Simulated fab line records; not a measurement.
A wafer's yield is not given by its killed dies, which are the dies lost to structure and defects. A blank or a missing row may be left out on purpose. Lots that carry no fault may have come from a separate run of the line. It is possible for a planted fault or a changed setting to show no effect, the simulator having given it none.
Struck lot and sound lot, side by side || flow gf180mcu || 14 steps out of a route of 602
Sound: wafers L214.1, L214.3, L214.5. The struck wafers were L219.1, L219.2, L219.3. Last of all comes the cause.
For every step that has rows: the tool of each side, followed by ch and its chambers, followed by its first start. Under that, the readings that differ: sound wafers || struck wafers || difference of the means || sigmas: that difference in standard deviations of wafers without a fault.
alike: same words and numbers on both sides, and readings whose means sit less than 2 such deviations apart. not compared: any withheld reading, any reading some wafer has no value for, any bound like >300 that may hide the same value, and any number with overlapping values for which the record gives no deviation.
The two part at a step that has a row with sigmas, a row that says differs or no value, or rows on one side only. When numbers do not overlap yet have no deviation, they are printed without sigmas and do not part them. Lack of a reading on every wafer of one side parts them only where that side has two or more wafers.

first, 3 steps without rows for these wafers: GF_MVPSD_EXPOSE_04 (exposes mask MVPSD, target cd 1000 nm); GF_MVPSD_PEB_05; GF_MVPSD_DEVELOP_06 (develop time 60 s).
GF_MVPSD_OVL_MEAS_07:
  struck on overlay-02, day 6 14:09; sound on overlay-01, day 5 01:02
  alike: MVPSD_OVL
then, 2 steps without rows for these wafers: GF_MVPSD_IMPLANT_08; GF_MVPSD_IMPLANT_09.
GF_MVPSD_STRIP_10: strips in O2/N2.
  sound on plasma_asher-01 ch 0,1, day 5 01:22; struck on plasma_asher-02 ch 0,1, day 6 14:29
  alike: drypump_motor_current_A, heater_power_w, oes_product_au, platen_temp_c, strip_time_to_endpoint_s
  not compared: rf_hours_counter_h
GF_MVPSD_TW_MEAS_11:
  struck on film_metro-02, day 6 14:35; sound on film_metro-02, day 5 01:28
  alike: MVPSD_TW
then, 4 steps without rows for these wafers: GF_VT_IMPLANT_DEHYDRATE_00 (time 60 s); GF_VT_IMPLANT_HMDS_01 (prime time 60 s); GF_VT_IMPLANT_COAT_02 (resist thk 1000 nm); GF_VT_IMPLANT_SOFTBAKE_03 (time 60 s).
GF_VT_IMPLANT_EXPOSE_04: exposes mask LVPWELL LV AREA, target cd 600 nm.
  struck on iline_stepper-01, day 6 21:59; sound on iline_stepper-01 ch 0, day 5 08:19
  no value came back on the struck wafers for exposure_dose_mJ_cm2, focus_offset_nm (nm), stage_vel_mm_s (mm/s); on the sound wafers exposure_dose_mJ_cm2 reads 139.83 139.93 139.81
  alike: mask
after that, 1 step had no rows for these wafers: GF_VT_IMPLANT_PEB_05.

## WHERE THEY PART
GF_VT_IMPLANT_EXPOSE_04 only, going by this record.

WHY: whatever the simulator had introduced
Beginning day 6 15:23, the whole step at GF_VT_IMPLANT_EXPOSE_04 was skipped on iline_stepper-01. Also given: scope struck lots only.
